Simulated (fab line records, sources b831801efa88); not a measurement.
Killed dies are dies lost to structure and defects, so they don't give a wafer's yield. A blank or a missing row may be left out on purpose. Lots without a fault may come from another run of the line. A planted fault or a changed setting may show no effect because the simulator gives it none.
Tool commonality check | flow sky130 | 14 lots, 42 wafers sampled

WHY IT WAS OPENED
At SKY_SONOS_ONO_THK_MEAS_03 the reading SONOS_ONO_CVD_02_THK is flagged on 2 of 14 lots. Wafers without a fault read 10.53 nm, standard deviation 0.1.
Rule: a lot is flagged when every wafer of it that has a number lies more than 4 standard deviations from that mean, or none has a number. The other lots count as sound.

lot  | measured     | on            | SONOS_ONO_CVD_02_THK (nm), wafer by wafer | flag
L698 | day 11 17:08 | film_metro-04 | 10.58 10.34 10.48                         |
L700 | day 12 07:33 | film_metro-02 | 10.40 10.35 10.35                         |
L699 | day 12 07:34 | film_metro-01 | 10.70 10.59 10.61                         |
L701 | day 12 15:31 | film_metro-02 | 10.45 10.60 10.44                         |
L702 | day 12 21:49 | film_metro-04 | 11.19 11.15 11.20                         | FLAGGED
L703 | day 13 04:17 | film_metro-01 | 11.23 11.02 11.09                         | FLAGGED
L712 | day 16 02:07 | film_metro-04 | 10.71 10.58 10.61                         |
L713 | day 16 11:56 | film_metro-04 | 10.44 10.54 10.49                         |
L714 | day 16 19:32 | film_metro-04 | 10.57 10.50 10.74                         |
L715 | day 17 03:25 | film_metro-02 | 10.73 10.60 10.54                         |
L718 | day 18 02:05 | film_metro-04 | 10.53 10.50 10.68                         |
L719 | day 18 10:32 | film_metro-02 | 10.59 10.50 10.52                         |
L720 | day 19 00:01 | film_metro-01 | 10.28 10.50 10.28                         |
L721 | day 19 07:29 | film_metro-01 | 10.52 10.51 10.53                         |
The numbers of the flagged lots are 11.15 nm on average: +0.62 nm against the usual, or +6 standard deviations.

WHICH TOOL RAN EACH LOT
The record holds 1 process step before the reading, out of a route of 708 steps. In each cell: the tool, then ch and the chambers that the sampled wafers went through, then the start.
lot  | flag    | SKY_SONOS_ONO_CVD_02
L698 |         | lpcvd-02 ch 1, day 11 16:05
L700 |         | lpcvd-02 ch 0, day 12 06:30
L699 |         | lpcvd-02 ch 0, day 12 06:30
L701 |         | lpcvd-02 ch 0, day 12 14:28
L702 | FLAGGED | lpcvd-02 ch 1, day 12 20:46
L703 | FLAGGED | lpcvd-02 ch 1, day 13 03:13
L712 |         | lpcvd-02 ch 1, day 16 01:04
L713 |         | lpcvd-02 ch 0, day 16 10:52
L714 |         | lpcvd-02 ch 0, day 16 18:29
L715 |         | lpcvd-02 ch 0, day 17 01:50
L718 |         | lpcvd-02 ch 1, day 18 01:02
L719 |         | lpcvd-02 ch 0, day 18 09:29
L720 |         | lpcvd-02 ch 1, day 18 22:24
L721 |         | lpcvd-02 ch 1, day 19 05:55
What these steps do:
- SKY_SONOS_ONO_CVD_02: deposits Si3N4 from DCS/NH3, target thk 10.5 nm, time 180 s.
- SKY_SONOS_ONO_THK_MEAS_03

FLAGGED OVER TOTAL, TOOL BY TOOL (the gauges that took the reading come last)
step                      | tool          | lots run | flagged | share of the flagged lots | sound lots run after its first flagged lot
SKY_SONOS_ONO_CVD_02      | lpcvd-02      | 14       | 2       | all                       | 8 (L712,L713,L714,L715,L718,L719,L720,L721)
SKY_SONOS_ONO_THK_MEAS_03 | film_metro-01 | 4        | 1       | some                      | 2 (L720,L721)
SKY_SONOS_ONO_THK_MEAS_03 | film_metro-02 | 4        | 0       | none                      | -
SKY_SONOS_ONO_THK_MEAS_03 | film_metro-04 | 6        | 1       | some                      | 4 (L712,L713,L714,L718)

WHAT THE TABLE ALLOWS
1 row of the table ran every flagged lot: lpcvd-02 at SKY_SONOS_ONO_CVD_02.
- lpcvd-02 at SKY_SONOS_ONO_CVD_02: 2 of its 14 lots flagged. Sound lots ran on it after the first flagged one (L712, L713, L714, L715, L718, L719, L720, L721), which a lasting fault on the whole tool wouldn't allow. Its own readings lie more than 4 standard deviations out on every wafer of the flagged lots: pressure_mtorr.
No row of the table ran every flagged lot and no sound lot after the first.

WHAT THE SIMULATOR HAD PUT IN
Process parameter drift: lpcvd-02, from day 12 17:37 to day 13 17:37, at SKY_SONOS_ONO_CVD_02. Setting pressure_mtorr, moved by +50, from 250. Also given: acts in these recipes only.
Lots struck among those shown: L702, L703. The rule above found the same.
